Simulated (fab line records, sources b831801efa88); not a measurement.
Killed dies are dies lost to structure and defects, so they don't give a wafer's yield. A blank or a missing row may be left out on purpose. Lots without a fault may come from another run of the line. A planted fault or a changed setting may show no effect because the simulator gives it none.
fab line records | flow gf180mcu
record lots=5 wafers=15 last_day=32
route steps=602 shown HV_LDD@192
lots that met no fault: from a run of the same line without faults
start_h: hours from the record's first day to the start of the lot's first wafer shown | wait_h: hours since the lot's step before | " the same as in the row above | L1.1+2: a row that stands for several wafers | - no value, or no start given | * or withheld: withheld | < > ~ a bound
route shown NAME@n: a module of which the file shows steps, and the number in the route of the first | usual: mean/standard deviation of fault-free wafers | same: alike in all rows | chamber/n: place in a boat | sites: the reading at each site | _std_site: their standard deviation | _edge_site: outer sites' mean less inner sites' | radius_mm: how far each site lies from the wafer's centre | mask NAME#n: copy n | behind: the tool/chamber that last shaped the wafer | hold: why the lot was held/for how many hours/how that ended | device: the transistor (n, p or np) that didn't switch | end of line: the same wafers' tests at the end of the route | a step without rows: its recipe alone | killed: dies lost to structure and defects at the first sort, not the wafer's yield | map: a wafer's dies, x killed, . not, _ none there
set.NAME: the setting as run; set.NAME@STEP: as run at that earlier step | model.NAME: the simulator's own value behind a step, which no gauge read
lots at some steps of the route; a table a step, a row a wafer
services: from which hour (start_h, from the record's first day; less than 0 if before it) a tool's chamber was out of use, for how many hours, and why
## steps
# step GF_HV_LDD_EXPOSE_16
# recipe mask_id=Pplus_LV_AREA target_cd_nm=400 na=0.6 source_shape=conventional sigma_outer=0.6 dose_mj=140
# columns lot.wafer tool chamber start_h wait_h mask
L076.3+4+5 iline_stepper-02 0 - - Pplus_LV_AREA#0
L077.4+5+6 iline_stepper-01 0 - - Pplus_LV_AREA#0
L081.3+4+5 iline_stepper-01 0 - - Pplus_LV_AREA#0
L085.2+3+5 iline_stepper-02 0 - - Pplus_LV_AREA#0
L090.2+4+5 iline_stepper-02 0 - - Pplus_LV_AREA#0
# step GF_HV_LDD_PEB_17
# recipe temp_c=withheld time_s=* resist=NOVOLAK
# usual chill_plate_temp_C=* resist_line_temp_C=*
# columns lot.wafer tool chamber start_h wait_h chill_plate_temp_C resist_line_temp_C
L076.3 litho_track-02 0 - - * *
L076.4 " 0 " " * *
L076.5 " 0 " " * *
L077.4 litho_track-03 0 - - * *
L077.5 " 0 " " * *
L077.6 " 0 " " * *
L081.3 litho_track-02 0 - - * *
L081.4 " 0 " " * *
L081.5 " 0 " " * *
L085.2 litho_track-03 0 - - * *
L085.3 " 0 " " * *
L085.5 " 0 " " * *
L090.2 litho_track-02 0 - - * *
L090.4 " 0 " " * *
L090.5 " 0 " " * *
# step GF_HV_LDD_DEVELOP_18
# recipe develop_time_s=60 dev_temp_c=23
# usual chill_plate_temp_C=23.01/0.096 resist_line_temp_C=23.00/0.094
# columns lot.wafer tool chamber start_h wait_h chill_plate_temp_C resist_line_temp_C
L076.3 litho_track-02 0 249.35 0.1 22.96 23.02
L076.4 " 0 " " 22.92 23.07
L076.5 " 0 " " 23.11 23.01
L077.4 litho_track-03 0 255.19 0.1 22.96 23.09
L077.5 " 0 " " 23.10 23.04
L077.6 " 0 " " 22.91 23.13
L081.3 litho_track-02 0 287.15 0.1 22.85 22.89
L081.4 " 0 " " 23.03 22.90
L081.5 " 0 " " 23.00 22.94
L085.2 litho_track-03 0 316.89 0.1 22.86 23.02
L085.3 " 0 " " 22.95 23.05
L085.5 " 0 " " 22.97 23.24
L090.2 litho_track-02 0 356.92 0.1 22.95 23.00
L090.4 " 0 " " 22.99 23.02
L090.5 " 0 " " 22.94 23.03
# step GF_HV_LDD_CD_MEAS_19
# recipe target_cd_nm=400
# usual cd_nm=399.9/2.3
# columns lot.wafer tool chamber start_h wait_h cd_nm
L076.3 cd_sem-01 - 249.57 0.2 397.4
L076.4 " - " " 398.7
L076.5 " - " " 397.9
L077.4 cd_sem-01 - 255.33 0.1 398.7
L077.5 " - " " 397.5
L077.6 " - " " 396.3
L081.3 cd_sem-02 - 287.29 0.1 400.5
L081.4 " - " " 403.7
L081.5 " - " " 401.4
L085.2 cd_sem-02 - 317.04 0.1 402.6
L085.3 " - " " 399.0
L085.5 " - " " 401.4
L090.2 cd_sem-02 - 357.06 0.1 399.7
L090.4 " - " " 397.9
L090.5 " - " " 400.7
# step GF_HV_LDD_OVL_MEAS_20
# usual HV_LDD_01_OVL=1.8/1.4
# columns lot.wafer tool chamber start_h wait_h HV_LDD_01_OVL[nm]
L076.3 overlay-01 - 249.66 0.1 2.2
L076.4 " - " " 0.7
L076.5 " - " " -0.2
L077.4 overlay-02 - 255.41 0.1 -0.5
L077.5 " - " " 0.3
L077.6 " - " " 0.1
L081.3 overlay-01 - 287.38 0.1 3.3
L081.4 " - " " 1.6
L081.5 " - " " 3.2
L085.2 overlay-01 - 317.14 0.1 1.0
L085.3 " - " " 2.8
L085.5 " - " " -0.1
L090.2 overlay-02 - 357.17 0.1 2.4
L090.4 " - " " 1.7
L090.5 " - " " -0.6
# step GF_HV_LDD_IMPLANT_21
# recipe species=BF2 energy_kev=25 dose_cm2=5e+13 tilt_deg=7
# usual faraday_current_uA=282/6.1
# same implant_ion_amu=49
# columns lot.wafer tool chamber start_h wait_h faraday_current_uA
L076.3 implanter-03 0 249.79 0.1 286
L076.4 " 0 " " 280
L076.5 " 0 " " 282
L077.4 implanter-03 0 255.50 0.1 282
L077.5 " 0 " " 286
L077.6 " 0 " " 280
L081.3 implanter-03 0 287.45 0.1 281
L081.4 " 0 " " 299
L081.5 " 0 " " 286
L085.2 implanter-02 0 317.20 0.0 282
L085.3 " 0 " " 278
L085.5 " 0 " " 284
L090.2 implanter-04 0 357.23 0.0 291
L090.4 " 0 " " 280
L090.5 " 0 " " 279
# step GF_HV_LDD_STRIP_22
# recipe chemistry=O2/N2 power_w=1400 pressure_mtorr=1500 platen_temp_c=250 o2_flow_sccm=3000 n2_flow_sccm=300 overash_fraction=0.5
# usual drypump_motor_current_A=5.8/0.39 heater_power_w=328/30 n2_flow_sccm=300.1/0.94 oes_product_au=0.716/0.0049 strip_time_to_endpoint_s=12.64/0.038
# columns lot.wafer tool chamber start_h wait_h drypump_motor_current_A heater_power_w n2_flow_sccm oes_product_au rf_hours_counter_h strip_time_to_endpoint_s
L076.3 plasma_asher-01 1 249.92 0.1 5.8 304 301.2 0.714 - 12.60
L076.4 " 0 " " 5.5 380 299.3 0.713 - 12.59
L076.5 " 0 " " 5.5 376 300.0 0.716 - 12.63
L077.4 plasma_asher-04 1 255.61 0.1 6.4 318 298.5 0.720 - 12.68
L077.5 " 1 " " 6.4 314 299.6 0.710 - 12.68
L077.6 " 0 " " 5.1 323 300.4 0.706 - 12.68
L081.3 plasma_asher-01 0 287.58 0.1 5.5 382 299.1 0.706 - 12.65
L081.4 " 1 " " 5.7 313 298.9 0.714 - 12.62
L081.5 " 1 " " 5.7 312 299.5 0.713 - 12.66
L085.2 plasma_asher-01 1 317.32 0.1 5.7 310 298.2 0.709 52 12.60
L085.3 " 0 " " 5.5 377 300.3 0.723 - 12.59
L085.5 " 1 " " 5.7 310 300.3 0.715 - 12.59
L090.2 plasma_asher-02 1 357.35 0.1 5.9 347 298.7 0.717 72 12.67
L090.4 " 0 " " 6.0 286 299.1 0.728 - 12.67
L090.5 " 1 " " 6.0 344 302.0 0.721 - 12.65
# step GF_HV_LDD_TW_MEAS_23
# usual HV_LDD_2_TW=1057/5.8
# columns lot.wafer tool chamber start_h wait_h HV_LDD_2_TW
L076.3 film_metro-04 - 250.01 0.1 1061
L076.4 " - " " 1055
L076.5 " - " " 1053
L077.4 film_metro-04 - 255.70 0.1 1058
L077.5 " - " " 1055
L077.6 " - " " 1061
L081.3 film_metro-02 - 287.67 0.1 1059
L081.4 " - " " 1061
L081.5 " - " " 1059
L085.2 film_metro-02 - 317.43 0.1 1063
L085.3 " - " " 1061
L085.5 " - " " 1066
L090.2 film_metro-01 - 357.46 0.1 1052
L090.4 " - " " 1061
L090.5 " - " " 1052
# step GF_HV_LDD_DEHYDRATE_24
# recipe temp_c=200 time_s=60
# usual chill_plate_temp_C=22.97/0.1 resist_line_temp_C=23.01/0.1
# columns lot.wafer tool chamber start_h wait_h chill_plate_temp_C resist_line_temp_C
L076.3 litho_track-02 0 258.85 8.8 23.05 23.08
L076.4 " 0 " " 23.03 22.91
L076.5 " 0 " " 23.01 22.85
L077.4 litho_track-02 0 264.52 8.8 23.11 22.94
L077.5 " 0 " " 22.93 23.08
L077.6 " 0 " " 23.06 22.94
L081.3 litho_track-04 0 297.00 9.3 22.96 22.98
L081.4 " 0 " " 23.02 23.10
L081.5 " 0 " " 23.07 23.02
L085.2 litho_track-02 0 326.87 9.4 23.03 23.12
L085.3 " 0 " " 22.95 23.06
L085.5 " 0 " " 22.92 23.04
L090.2 litho_track-04 0 367.98 10.5 23.09 22.94
L090.4 " 0 " " 22.96 22.98
L090.5 " 0 " " 23.00 22.97
# step GF_HV_LDD_HMDS_25
# recipe prime_time_s=60 prime_temp_c=120
# usual chill_plate_temp_C=23.01/0.11 resist_line_temp_C=22.99/0.11
# same prime_time_s=60
# columns lot.wafer tool chamber start_h wait_h chill_plate_temp_C resist_line_temp_C
L076.3 litho_track-02 0 259.00 0.1 23.06 23.11
L076.4 " 0 " " 23.03 23.28
L076.5 " 0 " " 23.03 23.17
L077.4 litho_track-02 0 264.67 0.1 23.04 23.10
L077.5 " 0 " " 23.13 23.07
L077.6 " 0 " " 23.11 23.14
L081.3 litho_track-04 0 297.15 0.1 23.08 23.10
L081.4 " 0 " " 23.08 22.98
L081.5 " 0 " " 23.08 23.03
L085.2 litho_track-02 0 327.02 0.1 23.05 23.10
L085.3 " 0 " " 22.97 23.08
L085.5 " 0 " " 22.96 23.02
L090.2 litho_track-04 0 368.13 0.1 23.19 22.81
L090.4 " 0 " " 23.03 23.05
L090.5 " 0 " " 22.88 23.14
# step GF_HV_LDD_COAT_26
# recipe resist=NOVOLAK spin_rpm=3000 resist_thk_nm=1000
# usual chill_plate_temp_C=23.00/0.11 resist_line_temp_C=22.99/0.1 spin_speed_rpm=2999.5/1.7
# columns lot.wafer tool chamber start_h wait_h chill_plate_temp_C resist_line_temp_C spin_speed_rpm
L076.3 litho_track-02 0 259.15 0.1 23.01 23.08 2999.9
L076.4 " 0 " " 23.01 23.05 2997.5
L076.5 " 0 " " 23.03 23.12 3000.0
L077.4 litho_track-02 0 264.82 0.1 23.04 22.84 2998.0
L077.5 " 0 " " 22.86 22.85 3000.3
L077.6 " 0 " " 23.00 22.81 3001.1
L081.3 litho_track-04 0 297.30 0.1 23.13 23.05 3004.1
L081.4 " 0 " " 22.94 22.84 2998.8
L081.5 " 0 " " 22.92 22.96 2999.2
L085.2 litho_track-02 0 327.17 0.1 23.07 23.10 2999.9
L085.3 " 0 " " 22.91 23.15 2997.8
L085.5 " 0 " " 23.00 23.04 2995.3
L090.2 litho_track-04 0 368.28 0.1 23.06 23.04 3000.0
L090.4 " 0 " " 23.04 22.94 3001.0
L090.5 " 0 " " 22.93 23.01 3002.4
# step GF_HV_LDD_SOFTBAKE_27
# recipe temp_c=90 time_s=60 resist=NOVOLAK
# usual chill_plate_temp_C=22.99/0.11 resist_line_temp_C=22.99/0.094
# columns lot.wafer tool chamber start_h wait_h chill_plate_temp_C resist_line_temp_C
L076.3 litho_track-02 0 259.30 0.1 23.02 23.02
L076.4 " 0 " " 22.97 22.95
L076.5 " 0 " " 22.86 22.79
L077.4 litho_track-02 0 264.97 0.1 22.84 22.97
L077.5 " 0 " " 22.95 23.03
L077.6 " 0 " " 22.84 23.01
L081.3 litho_track-04 0 297.45 0.1 23.13 22.87
L081.4 " 0 " " 23.11 23.08
L081.5 " 0 " " 22.99 23.04
L085.2 litho_track-02 0 327.32 0.1 23.08 22.93
L085.3 " 0 " " 22.98 22.94
L085.5 " 0 " " 22.93 23.01
L090.2 litho_track-04 0 368.43 0.1 23.07 22.93
L090.4 " 0 " " 23.09 23.06
L090.5 " 0 " " 23.01 23.05
# step GF_HV_LDD_EXPOSE_28
# recipe mask_id=Nplus_HV_AREA target_cd_nm=400 na=0.6 source_shape=conventional sigma_outer=0.6 dose_mj=140
# columns lot.wafer tool chamber start_h wait_h mask
L076.3+4+5 iline_stepper-02 0 - - Nplus_HV_AREA#0
L077.4+5+6 iline_stepper-02 0 - - Nplus_HV_AREA#0
L081.3+4+5 iline_stepper-02 0 - - Nplus_HV_AREA#0
L085.2+3+5 iline_stepper-02 0 - - Nplus_HV_AREA#0
L090.2+4+5 iline_stepper-01 0 - - Nplus_HV_AREA#0
# step GF_HV_LDD_PEB_29
# recipe temp_c=withheld time_s=* resist=NOVOLAK
# usual chill_plate_temp_C=* resist_line_temp_C=*
# columns lot.wafer tool chamber start_h wait_h chill_plate_temp_C resist_line_temp_C
L076.3 litho_track-04 0 - - * *
L076.4 " 0 " " * *
L076.5 " 0 " " * *
L077.4 litho_track-02 0 - - * *
L077.5 " 0 " " * *
L077.6 " 0 " " * *
L081.3 litho_track-03 0 - - * *
L081.4 " 0 " " * *
L081.5 " 0 " " * *
L085.2 litho_track-02 0 - - * *
L085.3 " 0 " " * *
L085.5 " 0 " " * *
L090.2 litho_track-03 0 - - * *
L090.4 " 0 " " * *
L090.5 " 0 " " * *
# step GF_HV_LDD_DEVELOP_30
# recipe develop_time_s=60 dev_temp_c=23
# usual chill_plate_temp_C=23.00/0.1 resist_line_temp_C=23.04/0.11
# columns lot.wafer tool chamber start_h wait_h chill_plate_temp_C resist_line_temp_C
L076.3 litho_track-04 0 268.60 0.1 22.97 22.99
L076.4 " 0 " " 22.91 23.00
L076.5 " 0 " " 22.98 22.94
L077.4 litho_track-02 0 274.77 0.1 23.10 23.16
L077.5 " 0 " " 22.99 23.01
L077.6 " 0 " " 23.01 23.18
L081.3 litho_track-03 0 307.52 0.1 23.00 23.08
L081.4 " 0 " " 23.07 23.07
L081.5 " 0 " " 22.93 22.98
L085.2 litho_track-02 0 338.02 0.1 22.97 23.22
L085.3 " 0 " " 22.79 23.10
L085.5 " 0 " " 22.94 23.16
L090.2 litho_track-03 0 379.34 0.1 22.98 23.12
L090.4 " 0 " " 22.86 23.15
L090.5 " 0 " " 23.02 22.89
# step GF_HV_LDD_CD_MEAS_31
# recipe target_cd_nm=400
# usual cd_nm=399.4/2
# columns lot.wafer tool chamber start_h wait_h cd_nm
L076.3 cd_sem-01 - 268.74 0.1 398.2
L076.4 " - " " 399.8
L076.5 " - " " 398.5
L077.4 cd_sem-01 - 274.91 0.1 395.8
L077.5 " - " " 399.3
L077.6 " - " " 397.8
L081.3 cd_sem-02 - 307.66 0.1 400.0
L081.4 " - " " 399.0
L081.5 " - " " 401.6
L085.2 cd_sem-01 - 338.16 0.1 403.1
L085.3 " - " " 400.6
L085.5 " - " " 401.5
L090.2 cd_sem-02 - 379.49 0.1 398.2
L090.4 " - " " 398.2
L090.5 " - " " 399.8
# step GF_HV_LDD_OVL_MEAS_32
# usual HV_LDD_02_OVL=0.7/1.2
# columns lot.wafer tool chamber start_h wait_h HV_LDD_02_OVL[nm]
L076.3 overlay-01 - 268.83 0.1 -0.3
L076.4 " - " " 0.1
L076.5 " - " " 2.0
L077.4 overlay-01 - 274.98 0.1 1.7
L077.5 " - " " 0.4
L077.6 " - " " 3.6
L081.3 overlay-02 - 307.75 0.1 0.2
L081.4 " - " " 1.4
L081.5 " - " " 1.5
L085.2 overlay-01 - 338.27 0.1 1.6
L085.3 " - " " 0.6
L085.5 " - " " 1.1
L090.2 overlay-02 - 379.59 0.1 0.7
L090.4 " - " " 0.0
L090.5 " - " " 0.3
# step GF_HV_LDD_IMPLANT_33
# recipe species=P energy_kev=60 dose_cm2=7.5e+12 tilt_deg=30 rotation_deg=0
# usual faraday_current_uA=42.3/0.9
# same implant_ion_amu=31
# columns lot.wafer tool chamber start_h wait_h faraday_current_uA
L076.3 implanter-03 0 268.91 0.1 43.4
L076.4 " 0 " " 41.3
L076.5 " 0 " " 41.5
L077.4 implanter-04 0 275.08 0.1 43.2
L077.5 " 0 " " 43.8
L077.6 " 0 " " 41.6
L081.3 implanter-03 0 307.82 0.1 41.9
L081.4 " 0 " " 43.3
L081.5 " 0 " " 40.7
L085.2 implanter-03 0 338.33 0.0 41.4
L085.3 " 0 " " 42.3
L085.5 " 0 " " 42.1
L090.2 implanter-04 0 379.65 0.0 41.6
L090.4 " 0 " " 42.5
L090.5 " 0 " " 42.6
# step GF_HV_LDD_IMPLANT_34
# recipe species=P energy_kev=60 dose_cm2=7.5e+12 tilt_deg=30 rotation_deg=90
# usual faraday_current_uA=42.4/0.83
# same implant_ion_amu=31
# columns lot.wafer tool chamber start_h wait_h faraday_current_uA
L076.3 implanter-03 0 269.06 0.1 41.6
L076.4 " 0 " " 43.7
L076.5 " 0 " " 41.3
L077.4 implanter-04 0 275.23 0.1 42.0
L077.5 " 0 " " 42.3
L077.6 " 0 " " 42.9
L081.3 implanter-03 0 307.97 0.1 41.2
L081.4 " 0 " " 42.1
L081.5 " 0 " " 45.0
L085.2 implanter-03 0 338.48 0.1 42.5
L085.3 " 0 " " 41.9
L085.5 " 0 " " 43.0
L090.2 implanter-04 0 379.80 0.1 41.7
L090.4 " 0 " " 42.5
L090.5 " 0 " " 41.9
# step GF_HV_LDD_IMPLANT_35
# recipe species=P energy_kev=60 dose_cm2=7.5e+12 tilt_deg=30 rotation_deg=180
# usual faraday_current_uA=42.3/0.94
# same implant_ion_amu=31
# columns lot.wafer tool chamber start_h wait_h faraday_current_uA
L076.3 implanter-03 0 269.21 0.1 41.8
L076.4 " 0 " " 42.7
L076.5 " 0 " " 42.9
L077.4 implanter-04 0 275.38 0.1 43.0
L077.5 " 0 " " 42.1
L077.6 " 0 " " 43.0
L081.3 implanter-03 0 308.12 0.1 42.0
L081.4 " 0 " " 43.9
L081.5 " 0 " " 43.5
L085.2 implanter-03 0 338.63 0.1 41.5
L085.3 " 0 " " 42.1
L085.5 " 0 " " 41.3
L090.2 implanter-04 0 379.95 0.1 43.0
L090.4 " 0 " " 44.2
L090.5 " 0 " " 42.3
# step GF_HV_LDD_IMPLANT_36
# recipe species=P energy_kev=60 dose_cm2=7.5e+12 tilt_deg=30 rotation_deg=270
# usual faraday_current_uA=42.4/0.8
# same implant_ion_amu=31
# columns lot.wafer tool chamber start_h wait_h faraday_current_uA
L076.3 implanter-03 0 269.36 0.1 41.6
L076.4 " 0 " " 40.5
L076.5 " 0 " " 40.8
L077.4 implanter-04 0 275.53 0.1 42.1
L077.5 " 0 " " 42.7
L077.6 " 0 " " 42.7
L081.3 implanter-03 0 308.27 0.1 42.2
L081.4 " 0 " " 41.4
L081.5 " 0 " " 42.8
L085.2 implanter-03 0 338.78 0.1 41.5
L085.3 " 0 " " 42.3
L085.5 " 0 " " 41.4
L090.2 implanter-04 0 380.10 0.1 42.6
L090.4 " 0 " " 42.3
L090.5 " 0 " " 43.6
# step GF_HV_LDD_STRIP_37
# recipe chemistry=O2/N2 power_w=1400 pressure_mtorr=1500 platen_temp_c=250 o2_flow_sccm=3000 n2_flow_sccm=300 overash_fraction=0.5
# usual drypump_motor_current_A=5.9/0.34 heater_power_w=321/29 n2_flow_sccm=300.0/0.82 oes_product_au=0.716/0.0045 strip_time_to_endpoint_s=12.64/0.039
# columns lot.wafer tool chamber start_h wait_h drypump_motor_current_A heater_power_w n2_flow_sccm oes_product_au rf_hours_counter_h strip_time_to_endpoint_s
L076.3 plasma_asher-02 1 269.49 0.1 5.9 347 301.2 0.718 - 12.61
L076.4 " 0 " " 6.0 285 300.0 0.714 - 12.63
L076.5 " 1 " " 6.0 345 300.4 0.712 - 12.61
L077.4 plasma_asher-01 0 275.64 0.1 5.5 373 300.4 0.719 - 12.72
L077.5 " 0 " " 5.5 377 300.5 0.717 - 12.66
L077.6 " 1 " " 5.8 303 299.9 0.719 - 12.67
L081.3 plasma_asher-02 1 308.41 0.1 5.9 341 299.4 0.710 - 12.67
L081.4 " 0 " " 6.0 284 299.2 0.716 - 12.64
L081.5 " 0 " " 6.0 279 298.9 0.712 - 12.67
L085.2 plasma_asher-04 1 338.90 0.1 6.4 319 299.7 0.714 64 12.60
L085.3 " 1 " " 6.4 315 300.6 0.717 - 12.65
L085.5 " 1 " " 6.4 317 299.9 0.715 - 12.60
L090.2 plasma_asher-02 1 380.22 0.1 5.9 332 301.2 0.718 75 12.68
L090.4 " 1 " " 5.9 346 300.1 0.716 - 12.69
L090.5 " 1 " " 5.9 347 301.0 0.722 - 12.61
# step GF_HV_LDD_TW_MEAS_38
# usual HV_LDD_3_TW=1437/8.1
# columns lot.wafer tool chamber start_h wait_h HV_LDD_3_TW
L076.3 film_metro-04 - 269.58 0.1 1455
L076.4 " - " " 1455
L076.5 " - " " 1445
L077.4 film_metro-02 - 275.73 0.1 1438
L077.5 " - " " 1438
L077.6 " - " " 1439
L081.3 film_metro-01 - 308.49 0.1 1429
L081.4 " - " " 1430
L081.5 " - " " 1430
L085.2 film_metro-01 - 339.01 0.1 1430
L085.3 " - " " 1428
L085.5 " - " " 1430
L090.2 film_metro-02 - 380.33 0.1 1438
L090.4 " - " " 1449
L090.5 " - " " 1442
# step GF_HV_LDD_DEHYDRATE_39
# recipe temp_c=200 time_s=60
# usual chill_plate_temp_C=23.02/0.1 resist_line_temp_C=23.01/0.1
# columns lot.wafer tool chamber start_h wait_h chill_plate_temp_C resist_line_temp_C
L076.3 litho_track-03 0 278.47 8.9 23.13 23.32
L076.4 " 0 " " 23.12 23.11
L076.5 " 0 " " 23.15 22.98
L077.4 litho_track-04 0 284.78 9.0 22.87 23.15
L077.5 " 0 " " 22.93 23.01
L077.6 " 0 " " 23.00 22.82
L081.3 litho_track-04 0 318.60 10.1 23.03 23.08
L081.4 " 0 " " 22.95 23.07
L081.5 " 0 " " 22.88 23.10
L085.2 litho_track-02 0 349.17 10.1 22.95 23.03
L085.3 " 0 " " 22.94 23.14
L085.5 " 0 " " 22.93 23.07
L090.2 litho_track-02 0 391.82 11.5 23.08 22.91
L090.4 " 0 " " 23.04 22.93
L090.5 " 0 " " 22.97 22.90
# step GF_HV_LDD_HMDS_40
# recipe prime_time_s=60 prime_temp_c=120
# usual chill_plate_temp_C=22.99/0.12 resist_line_temp_C=22.98/0.1
# same prime_time_s=60
# columns lot.wafer tool chamber start_h wait_h chill_plate_temp_C resist_line_temp_C
L076.3 litho_track-03 0 278.62 0.1 22.97 23.07
L076.4 " 0 " " 23.13 23.22
L076.5 " 0 " " 23.09 23.07
L077.4 litho_track-04 0 284.93 0.1 23.05 22.94
L077.5 " 0 " " 23.16 22.93
L077.6 " 0 " " 23.06 23.04
L081.3 litho_track-04 0 318.75 0.1 23.11 23.05
L081.4 " 0 " " 22.99 22.94
L081.5 " 0 " " 22.99 22.96
L085.2 litho_track-02 0 349.32 0.1 23.09 23.10
L085.3 " 0 " " 23.04 23.04
L085.5 " 0 " " 22.93 23.17
L090.2 litho_track-02 0 391.97 0.1 22.86 23.00
L090.4 " 0 " " 22.92 23.03
L090.5 " 0 " " 22.87 22.94
# step GF_HV_LDD_COAT_41
# recipe resist=NOVOLAK spin_rpm=3000 resist_thk_nm=1000
# usual chill_plate_temp_C=23.02/0.11 resist_line_temp_C=23.01/0.1 spin_speed_rpm=2999.7/2.1
# columns lot.wafer tool chamber start_h wait_h chill_plate_temp_C resist_line_temp_C spin_speed_rpm
L076.3 litho_track-03 0 278.77 0.1 23.05 22.97 3000.0
L076.4 " 0 " " 23.15 22.91 3000.7
L076.5 " 0 " " 23.09 22.77 3000.6
L077.4 litho_track-04 0 285.08 0.1 23.21 22.84 3000.9
L077.5 " 0 " " 22.98 22.93 2998.0
L077.6 " 0 " " 23.28 23.01 2999.4
L081.3 litho_track-04 0 318.90 0.1 23.01 22.95 2999.7
L081.4 " 0 " " 23.03 23.08 3001.8
L081.5 " 0 " " 23.03 22.95 3000.5
L085.2 litho_track-02 0 349.47 0.1 23.11 23.06 2998.7
L085.3 " 0 " " 23.09 22.87 2999.3
L085.5 " 0 " " 23.12 23.05 2999.7
L090.2 litho_track-02 0 392.12 0.1 23.06 23.05 2996.0
L090.4 " 0 " " 22.99 23.15 2999.2
L090.5 " 0 " " 22.92 22.88 2997.3
# step GF_HV_LDD_SOFTBAKE_42
# recipe temp_c=90 time_s=60 resist=NOVOLAK
# usual chill_plate_temp_C=22.98/0.1 resist_line_temp_C=22.97/0.1
# columns lot.wafer tool chamber start_h wait_h chill_plate_temp_C resist_line_temp_C
L076.3 litho_track-03 0 278.92 0.1 23.24 22.84
L076.4 " 0 " " 23.14 22.96
L076.5 " 0 " " 23.07 23.02
L077.4 litho_track-04 0 285.23 0.1 22.89 22.90
L077.5 " 0 " " 22.81 22.80
L077.6 " 0 " " 22.91 22.96
L081.3 litho_track-04 0 319.05 0.1 23.00 22.92
L081.4 " 0 " " 22.91 23.14
L081.5 " 0 " " 22.99 23.02
L085.2 litho_track-02 0 349.62 0.1 22.87 22.71
L085.3 " 0 " " 22.84 23.09
L085.5 " 0 " " 22.89 22.85
L090.2 litho_track-02 0 392.27 0.1 23.05 23.02
L090.4 " 0 " " 22.95 22.96
L090.5 " 0 " " 22.94 23.12
# step GF_HV_LDD_EXPOSE_43
# recipe mask_id=Pplus_HV_AREA target_cd_nm=400 na=0.6 source_shape=conventional sigma_outer=0.6 dose_mj=140
# columns lot.wafer tool chamber start_h wait_h mask
L076.3+4+5 iline_stepper-01 0 - - Pplus_HV_AREA#0
L077.4+5+6 iline_stepper-02 0 - - Pplus_HV_AREA#0
L081.3+4+5 iline_stepper-01 0 - - Pplus_HV_AREA#0
L085.2+3+5 iline_stepper-02 0 - - Pplus_HV_AREA#0
L090.2+4+5 iline_stepper-01 0 - - Pplus_HV_AREA#0
# step GF_HV_LDD_PEB_44
# recipe temp_c=withheld time_s=* resist=NOVOLAK
# usual chill_plate_temp_C=* resist_line_temp_C=*
# columns lot.wafer tool chamber start_h wait_h chill_plate_temp_C resist_line_temp_C
L076.3 litho_track-03 0 - - * *
L076.4 " 0 " " * *
L076.5 " 0 " " * *
L077.4 litho_track-04 0 - - * *
L077.5 " 0 " " * *
L077.6 " 0 " " * *
L081.3 litho_track-03 0 - - * *
L081.4 " 0 " " * *
L081.5 " 0 " " * *
L085.2 litho_track-03 0 - - * *
L085.3 " 0 " " * *
L085.5 " 0 " " * *
L090.2 litho_track-03 0 - - * *
L090.4 " 0 " " * *
L090.5 " 0 " " * *
# step GF_HV_LDD_DEVELOP_45
# recipe develop_time_s=60 dev_temp_c=23
# usual chill_plate_temp_C=22.99/0.1 resist_line_temp_C=23.03/0.096
# columns lot.wafer tool chamber start_h wait_h chill_plate_temp_C resist_line_temp_C
L076.3 litho_track-03 0 288.72 0.1 23.06 23.06
L076.4 " 0 " " 23.11 22.98
L076.5 " 0 " " 23.11 22.99
L077.4 litho_track-04 0 295.63 0.1 23.06 22.88
L077.5 " 0 " " 23.20 23.15
L077.6 " 0 " " 23.07 22.89
L081.3 litho_track-03 0 329.07 0.1 22.99 23.06
L081.4 " 0 " " 23.04 23.10
L081.5 " 0 " " 23.01 23.04
L085.2 litho_track-03 0 360.49 0.1 23.03 23.14
L085.3 " 0 " " 23.11 23.07
L085.5 " 0 " " 23.09 23.11
L090.2 litho_track-03 0 403.74 0.1 23.12 23.12
L090.4 " 0 " " 23.05 23.07
L090.5 " 0 " " 23.04 22.98
# step GF_HV_LDD_CD_MEAS_46
# recipe target_cd_nm=400
# usual cd_nm=399.9/2.3
# columns lot.wafer tool chamber start_h wait_h cd_nm
L076.3 cd_sem-02 - 288.86 0.1 403.0
L076.4 " - " " 398.7
L076.5 " - " " 401.5
L077.4 cd_sem-02 - 295.76 0.1 399.7
L077.5 " - " " 397.3
L077.6 " - " " 401.3
L081.3 cd_sem-01 - 329.21 0.1 402.5
L081.4 " - " " 402.4
L081.5 " - " " 401.4
L085.2 cd_sem-01 - 360.64 0.1 395.7
L085.3 " - " " 397.1
L085.5 " - " " 396.9
L090.2 cd_sem-01 - 403.89 0.1 396.1
L090.4 " - " " 396.4
L090.5 " - " " 396.4
# step GF_HV_LDD_OVL_MEAS_47
# usual HV_LDD_03_OVL=1.1/1.3
# columns lot.wafer tool chamber start_h wait_h HV_LDD_03_OVL[nm]
L076.3 overlay-01 - 288.95 0.1 -1.2
L076.4 " - " " 1.2
L076.5 " - " " 1.3
L077.4 overlay-02 - 295.84 0.1 -0.6
L077.5 " - " " 1.4
L077.6 " - " " -1.0
L081.3 overlay-02 - 329.30 0.1 0.4
L081.4 " - " " 1.4
L081.5 " - " " 1.2
L085.2 overlay-02 - 360.74 0.1 2.6
L085.3 " - " " 0.7
L085.5 " - " " 2.0
L090.2 overlay-02 - 403.99 0.1 2.3
L090.4 " - " " -0.3
L090.5 " - " " 0.0
## services
# columns tool chamber start_h hours kind
plasma_asher-01 - 217.58 0.7 repair
implanter-02 - 241.97 5.1 repair
implanter-04 - 243.92 3.1 pm
iline_stepper-01 - 256.82 1.7 pm
implanter-04 - 257.68 4.9 repair
plasma_asher-04 - 263.09 75.3 repair
iline_stepper-02 0 281.21 - calibration
iline_stepper-01 - 332.89 7.6 repair
plasma_asher-02 - 336.44 2.9 repair
implanter-02 - 348.55 6.2 pm
implanter-02 - 357.72 3.9 repair
implanter-02 - 360.27 0.6 repair
implanter-04 - 365.09 3.8 repair
implanter-04 - 372.37 5.0 pm
## key
fault none
